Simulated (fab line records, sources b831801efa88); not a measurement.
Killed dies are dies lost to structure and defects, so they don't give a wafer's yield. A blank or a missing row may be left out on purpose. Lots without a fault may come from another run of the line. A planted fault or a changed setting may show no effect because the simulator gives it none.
fab line records | flow sky130
record lots=12 wafers=36 last_day=50
route steps=708 shown CONTACT@410 PAD_OPEN@708
lots that met no fault: from a run of the same line without faults
start_h: hours from the record's first day to the start of the lot's first wafer shown | wait_h: hours since the lot's step before | " the same as in the row above | L1.1+2: a row that stands for several wafers | - no value, or no start given | * or withheld: withheld | < > ~ a bound
route shown NAME@n: a module of which the file shows steps, and the number in the route of the first | usual: mean/standard deviation of fault-free wafers | same: alike in all rows | chamber/n: place in a boat | sites: the reading at each site | _std_site: their standard deviation | _edge_site: outer sites' mean less inner sites' | radius_mm: how far each site lies from the wafer's centre | mask NAME#n: copy n | behind: the tool/chamber that last shaped the wafer | hold: why the lot was held/for how many hours/how that ended | device: the transistor (n, p or np) that didn't switch | end of line: the same wafers' tests at the end of the route | a step without rows: its recipe alone | killed: dies lost to structure and defects at the first sort, not the wafer's yield | map: a wafer's dies, x killed, . not, _ none there
set.NAME: the setting as run; set.NAME@STEP: as run at that earlier step | model.NAME: the simulator's own value behind a step, which no gauge read
steps of the route over a sample of lots; a table a step, a row a wafer
services: from which hour (start_h, from the record's first day; less than 0 if before it) a tool's chamber was out of use, for how many hours, and why
## steps
# step SKY_CONTACT_CMP_04
# recipe material=SiO2 down_force_psi=4.121 platen_rpm=60 pad_velocity_m_s=0.94248
# usual edge_zone_pressure_frac=1.000/0.0052 head_pressure_psi=4.122/0.0075 motor_current_A=13.0/0.92 time_to_endpoint_s=81/4.1
# columns lot.wafer tool chamber start_h wait_h edge_zone_pressure_frac head_pressure_psi motor_current_A time_to_endpoint_s
L340.4 cmp-02 1 726.41 0.0 1.002 4.118 12.2 82
L340.3 " 3 " " 0.996 4.113 13.7 81
L340.6 " 1 " " 1.004 4.126 11.6 82
L341.1 cmp-01 2 728.63 0.1 0.996 4.124 12.7 81
L341.6 " 1 " " 0.993 4.129 13.8 81
L341.5 " 2 " " 0.999 4.108 12.9 83
L343.1 cmp-02 1 757.67 0.1 1.008 4.123 11.5 87
L343.4 " 3 " " 0.991 4.103 13.5 83
L343.5 " 0 " " 1.004 4.128 12.7 83
L345.1 cmp-02 0 760.18 0.1 0.994 4.123 12.4 79
L345.3 " 1 " " 0.996 4.120 12.5 86
L345.2 " 3 " " 0.998 4.127 14.6 78
L348.1 cmp-02 0 780.84 0.1 1.000 4.119 12.4 80
L348.3 " 1 " " 1.000 4.110 12.2 80
L348.4 " 2 " " 1.003 4.128 12.9 79
L349.4 cmp-02 0 789.26 0.2 1.004 4.123 12.3 84
L349.6 " 1 " " 1.006 4.129 12.4 82
L349.5 " 2 " " 0.998 4.133 13.1 82
L350.1 cmp-01 0 800.49 0.1 0.987 4.121 15.1 83
L350.3 " 2 " " 1.000 4.117 12.6 88
L350.6 " 0 " " 1.002 4.125 14.9 80
L352.3 cmp-01 0 811.37 0.0 0.996 4.122 14.3 84
L352.2 " 1 " " 1.004 4.121 14.1 88
L352.5 " 0 " " 0.993 4.120 14.6 81
L359.4 cmp-01 2 864.05 0.0 0.997 4.121 12.9 86
L359.1 " 0 " " 0.998 4.118 14.4 79
L359.2 " 1 " " 1.002 4.108 13.1 80
L358.2 cmp-01 1 865.48 0.1 1.000 4.122 13.4 83
L358.4 " 2 " " 0.993 4.116 12.8 86
L358.6 " 0 " " 1.005 4.128 14.6 80
L360.4 cmp-02 1 870.24 0.0 1.000 4.122 11.7 78
L360.1 " 2 " " 1.000 4.140 13.8 77
L360.5 " 1 " " 1.008 4.119 11.9 79
L361.4 cmp-02 0 881.10 0.0 0.996 4.126 12.3 81
L361.1 " 1 " " 1.003 4.115 11.8 82
L361.6 " 0 " " 1.005 4.122 12.7 83
# step SKY_CONTACT_BOW_MEAS_05
# recipe mode=bow
# usual CONTACT_BOW=81/6.9
# columns lot.wafer tool chamber start_h wait_h CONTACT_BOW[um]
L340.3 film_metro-02 - 726.75 0.2 80
L340.4 " - " " 86
L340.6 " - " " 77
L341.1 film_metro-03 - 728.88 0.2 77
L341.5 " - " " 78
L341.6 " - " " 88
L343.1 film_metro-02 - 757.92 0.2 67
L343.4 " - " " 86
L343.5 " - " " 90
L345.1 film_metro-03 - 760.48 0.2 78
L345.2 " - " " 84
L345.3 " - " " 77
L348.1 film_metro-03 - 781.14 0.2 69
L348.3 " - " " 74
L348.4 " - " " 84
L349.4 film_metro-02 - 789.47 0.2 74
L349.5 " - " " 76
L349.6 " - " " 81
L350.1 film_metro-03 - 800.79 0.2 87
L350.3 " - " " 88
L350.6 " - " " 78
L352.2 film_metro-04 - 811.69 0.2 94
L352.3 " - " " 68
L352.5 " - " " 81
L359.1 film_metro-02 - 864.35 0.1 84
L359.2 " - " " 91
L359.4 " - " " 91
L358.2 film_metro-02 - 865.70 0.2 72
L358.4 " - " " 78
L358.6 " - " " 88
L360.1 film_metro-04 - 870.54 0.2 78
L360.4 " - " " 83
L360.5 " - " " 87
L361.1 film_metro-03 - 881.40 0.2 90
L361.4 " - " " 81
L361.6 " - " " 86
# step SKY_CONTACT_STRIP_19
# recipe chemistry=O2/N2 power_w=1400 pressure_mtorr=1500 platen_temp_c=withheld o2_flow_sccm=3000 n2_flow_sccm=300 overash_fraction=0.5
# usual drypump_motor_current_A=6.0/0.3 oes_product_au=0.381/0.005 strip_time_to_endpoint_s=3.62/0.034
# columns lot.wafer tool chamber start_h wait_h drypump_motor_current_A oes_product_au rf_hours_counter_h strip_time_to_endpoint_s
L340.3 plasma_asher-04 0 753.80 - 5.9 0.383 - 3.62
L340.4 " 1 " " 5.5 0.375 - 3.58
L340.6 " 1 " " 5.6 0.379 - 3.62
L341.1 plasma_asher-04 0 756.14 - 6.0 0.378 1 3.65
L341.5 " 0 " " 6.0 0.382 - 3.69
L341.6 " 1 " " 5.6 0.382 - 3.57
L343.1 plasma_asher-04 1 784.52 - 5.6 0.384 4 3.65
L343.4 " 0 " " 5.9 0.380 - 3.63
L343.5 " 0 " " 5.9 0.376 - 3.60
L345.1 plasma_asher-01 0 787.39 - 6.5 0.386 91 3.59
L345.2 " 1 " " 6.3 0.391 91 3.66
L345.3 " 1 " " 6.3 0.379 - 3.65
L348.1 plasma_asher-01 1 807.37 - 6.3 0.381 93 3.60
L348.3 " 1 " " 6.3 0.381 - 3.61
L348.4 " 0 " " 6.4 0.387 - 3.63
L349.4 plasma_asher-04 0 816.06 - 5.9 0.381 - 3.62
L349.5 " 1 " " 5.5 0.384 - 3.61
L349.6 " 0 " " 5.9 0.380 - 3.60
L350.1 plasma_asher-04 0 826.32 - 5.9 0.388 9 3.65
L350.3 " 0 " " 5.9 0.370 - 3.65
L350.6 " 0 " " 5.9 0.383 - 3.65
L352.2 plasma_asher-04 1 837.54 - 5.5 0.370 11 3.61
L352.3 " 0 " " 5.9 0.378 - 3.60
L352.5 " 1 " " 5.6 0.378 - 3.58
L359.1 plasma_asher-03 1 891.14 - 6.2 0.383 47 3.60
L359.2 " 0 " " 5.9 0.374 47 3.54
L359.4 " 0 " " 5.9 0.381 - 3.53
L358.2 plasma_asher-01 0 892.17 - 6.4 0.384 103 3.54
L358.4 " 0 " " 6.4 0.378 - 3.57
L358.6 " 0 " " 6.4 0.387 - 3.64
L360.1 plasma_asher-01 0 897.22 - 6.4 0.373 104 3.58
L360.4 " 0 " " 6.4 0.379 - 3.64
L360.5 " 1 " " 6.3 0.381 - 3.66
L361.1 plasma_asher-04 1 907.14 - 5.6 0.380 15 3.62
L361.4 " 0 " " 6.0 0.387 - 3.63
L361.6 " 0 " " 6.0 0.383 - 3.64
# step SKY_CONTACT_CMP_27
# recipe stop_on=SiO2 t_overpolish_s=15 down_force_psi=3.5 platen_rpm=60 target_thk_nm=0 pad_velocity_m_s=0.94248
# usual edge_zone_pressure_frac=1.000/0.0049 head_pressure_psi=3.502/0.0086 motor_current_A=11.8/0.86 overpolish_run_s=15.000/0.009 time_to_endpoint_s=83/3.5
# columns lot.wafer tool chamber start_h wait_h edge_zone_pressure_frac head_pressure_psi motor_current_A overpolish_run_s time_to_endpoint_s
L340.3 cmp-02 0 754.71 0.0 0.999 3.500 11.5 14.992 82
L340.4 " 2 " " 0.999 3.485 12.0 14.992 83
L340.6 " 1 " " 0.997 3.495 11.5 15.001 86
L341.1 cmp-02 1 757.13 0.1 1.000 3.501 10.6 14.983 83
L341.5 " 0 " " 0.999 3.482 11.3 14.991 83
L341.6 " 1 " " 0.994 3.503 10.5 14.999 82
L343.1 cmp-02 2 785.53 0.1 0.999 3.516 11.4 14.993 78
L343.4 " 3 " " 0.999 3.505 11.8 15.010 81
L343.5 " 1 " " 1.002 3.508 10.9 15.017 82
L345.2 cmp-02 1 788.37 0.0 1.005 3.516 10.7 15.018 88
L345.1 " 2 " " 0.994 3.486 11.6 14.991 82
L345.3 " 0 " " 0.991 3.498 11.7 14.996 79
L348.1 cmp-01 0 808.41 0.1 0.994 3.498 12.7 14.990 84
L348.4 " 1 " " 0.992 3.484 12.1 14.996 90
L348.3 " 2 " " 0.995 3.497 11.4 14.990 87
L349.4 cmp-01 0 816.97 0.0 - - - - -
L349.6 " 0 " " - - - - -
L349.5 " 1 " " - - - - -
L350.1 cmp-01 2 827.46 0.1 - - - - -
L350.3 " 3 " " - - - - -
L350.6 " 1 " " - - - - -
L352.2 cmp-01 1 838.54 0.0 1.000 3.515 12.3 15.003 86
L352.3 " 3 " " 1.004 3.501 11.0 14.993 80
L352.5 " 2 " " 1.008 3.496 11.8 14.994 90
L359.4 cmp-01 3 892.08 0.0 1.001 3.495 11.2 14.988 84
L359.1 " 1 " " 0.994 3.503 12.4 15.020 89
L359.2 " 2 " " 0.991 3.495 11.2 15.002 94
L358.2 cmp-01 3 893.20 0.1 1.007 3.500 11.1 15.012 82
L358.4 " 1 " " 1.006 3.486 12.5 15.008 88
L358.6 " 2 " " 1.000 3.518 11.4 14.987 88
L360.1 cmp-02 1 898.30 0.1 1.003 3.508 10.4 15.002 87
L360.4 " 3 " " 0.999 3.507 12.8 14.998 80
L360.5 " 0 " " 1.001 3.499 11.2 15.021 82
L361.4 cmp-01 0 908.18 0.1 1.009 3.507 13.6 14.978 84
L361.1 " 1 " " 1.007 3.509 13.1 15.006 84
L361.6 " 3 " " 1.004 3.497 11.5 14.986 79
# step SKY_PAD_OPEN_PROBE_99
# usual killed_at_M0_to_M3=44/7.8 killed_at_M4_up=2.9/1.7 killed_at_contacts=24/5.4 killed_at_front_end=15/4.5 killed_at_other=0.3/0.55 killed_dies=87/10 killed_on_rim=17/4.1 killed_open=48/7.4 killed_short=39/5.9
# same gross_dies=492 killed_at_back_side=0
# columns lot.wafer tool chamber start_h wait_h killed_at_M0_to_M3 killed_at_M4_up killed_at_contacts killed_at_front_end killed_at_other killed_dies killed_on_rim killed_open killed_short
L349.4 prober-01 - 1138.70 0.2 47 7 423 13 2 492 96 57 43
L349.5 prober-01 - 1138.75 0.2 43 0 432 15 2 492 96 36 43
L349.6 prober-01 - 1138.80 0.2 33 6 430 22 1 492 96 44 40
L350.1 prober-01 - 1141.79 0.1 44 6 426 16 0 492 96 53 33
L350.3 prober-01 - 1141.89 0.2 36 2 438 16 0 492 96 44 28
L350.6 prober-01 - 1142.04 0.2 51 3 417 21 0 492 96 46 49
L361.1 prober-01 - 1195.86 0.1 39 3 30 10 0 82 22 53 29
L361.4 prober-01 - 1196.01 0.2 38 7 18 16 0 79 12 45 34
L361.6 prober-01 - 1196.11 0.2 36 4 20 17 0 77 15 40 37
# killed by level:class
L349.4 CONTACT:area_cmp=392 VIA1:geometric_particle:open=11 CONTACT:geometric_particle:open=9 LI_CONTACT:geometric_particle:open=9 VIA3:geometric_particle:open=8 VIA3:geometric_particle:short=7 LI_CONTACT:geometric_particle:short=6 METAL4:geometric_particle:short=6
L349.5 CONTACT:area_cmp=413 VIA3:geometric_particle:open=11 CONTACT:geometric_particle:open=11 VIA1:geometric_particle:short=7 METAL2:geometric_particle:short=7 VIA1:geometric_particle:open=5 POLY_GATE:geometric_particle:short=4 VIA2:geometric_particle:open=4
L349.6 CONTACT:area_cmp=408 VIA1:geometric_particle:open=11 VIA2:geometric_particle:open=8 LI_CONTACT:geometric_particle:open=6 METAL4:geometric_particle:short=6 POLY_GATE:geometric_particle:short=5 LOCAL_INTERCONNECT:geometric_particle:short=5 FIELD_ISO:geometric_particle:short=4
L350.1 CONTACT:area_cmp=406 VIA1:geometric_particle:open=11 CONTACT:geometric_particle:open=10 VIA3:geometric_particle:open=9 METAL2:geometric_particle:short=8 LI_CONTACT:geometric_particle:open=6 FIELD_ISO:geometric_particle:short=4 POLY_GATE:geometric_particle:open=4
L350.3 CONTACT:area_cmp=420 VIA1:geometric_particle:open=14 CONTACT:geometric_particle:open=7 FIELD_ISO:geometric_particle:open=6 LOCAL_INTERCONNECT:geometric_particle:short=6 VIA3:geometric_particle:open=4 VIA1:geometric_particle:short=4 VIA2:geometric_particle:open=4
L350.6 CONTACT:area_cmp=397 FIELD_ISO:geometric_particle:short=10 VIA3:geometric_particle:open=10 CONTACT:geometric_particle:open=8 METAL1:geometric_particle:short=8 VIA1:geometric_particle:open=8 CONTACT:geometric_particle:short=6 FIELD_ISO:geometric_particle:open=5
L361.1 LI_CONTACT:geometric_particle:open=10 CONTACT:geometric_particle:open=10 VIA1:geometric_particle:open=8 VIA3:geometric_particle:open=7 LI_CONTACT:geometric_particle:short=4 METAL1:geometric_particle:short=4 VIA2:geometric_particle:open=4 METAL3:geometric_particle:short=4
L361.4 VIA3:geometric_particle:open=10 CONTACT:geometric_particle:open=9 FIELD_ISO:geometric_particle:open=7 VIA2:geometric_particle:open=7 METAL4:geometric_particle:short=7 VIA1:geometric_particle:open=6 FIELD_ISO:geometric_particle:short=5 VIA1:geometric_particle:short=5
L361.6 LI_CONTACT:geometric_particle:open=8 VIA1:geometric_particle:open=8 FIELD_ISO:geometric_particle:open=7 METAL2:geometric_particle:short=7 METAL1:geometric_particle:short=7 CONTACT:geometric_particle:open=5 POLY_GATE:geometric_particle:short=4 VIA2:geometric_particle:open=4
## services
# columns tool chamber start_h hours kind
cmp-01 - 702.74 3.4 repair
cmp-02 - 712.89 8.2 repair
plasma_asher-04 - 733.20 3.1 repair
plasma_asher-04 - 736.28 9.0 pm
cmp-01 - 744.00 4.0 pm
cmp-01 - 748.00 - consumable_replace:conditioner
cmp-01 - 748.00 - consumable_replace:pad
plasma_asher-04 - 756.41 2.4 repair
cmp-01 - 757.38 5.3 repair
cmp-01 - 761.82 0.8 repair
cmp-02 - 778.46 0.6 repair
plasma_asher-03 - 783.51 4.3 pm
cmp-02 - 784.38 0.9 repair
plasma_asher-03 - 796.02 35.5 repair
plasma_asher-03 - 798.37 3.5 repair
cmp-02 - 817.90 1.8 repair
plasma_asher-03 - 831.99 4.6 repair
cmp-02 - 837.39 0.8 repair
plasma_asher-01 - 854.75 1.1 repair
cmp-02 - 856.23 3.2 pm
cmp-01 - 867.56 5.8 pm
plasma_asher-04 - 869.57 28.1 pm
cmp-02 - 903.01 2.6 repair
cmp-01 - 905.74 0.8 repair
## key
first_sign step=SKY_CONTACT_CMP_27 reading=tool_record direction=missing
effect step=SKY_PAD_OPEN_PROBE_99 reading=killed_at_contacts direction=up sigmas=74 usual=24 struck=428
more_kills_born_at SKY_CONTACT_CMP_27@cmp-01=2419
met_at SKY_CONTACT_CMP_27
struck_lots L349,L350
later_rows_left_out L349.4,L349.5,L349.6,L350.1,L350.3,L350.6
tester_left_out L349,L350
not_acting_at SKY_CONTACT_CMP_04,SKY_CONTACT_BOW_MEAS_05,SKY_CONTACT_STRIP_19
onset_between 808.41 816.97
fault kind=skipped_step_whole tool=cmp-01 chamber=- onset_h=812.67 steps=SKY_CONTACT_CMP_27 scope=struck_lots_only
# tester_left_out: of these lots the tester's yield and bins aren't shown, on N5 and GAA mostly nor the transistor test; their killed dies are dies lost to structure and defects alone, not to doping, threshold or leakage, so they don't give the yield
# later_rows_left_out: the simulator's readings of these wafers behind a module that went badly wrong aren't trusted and aren't shown, but for the sort
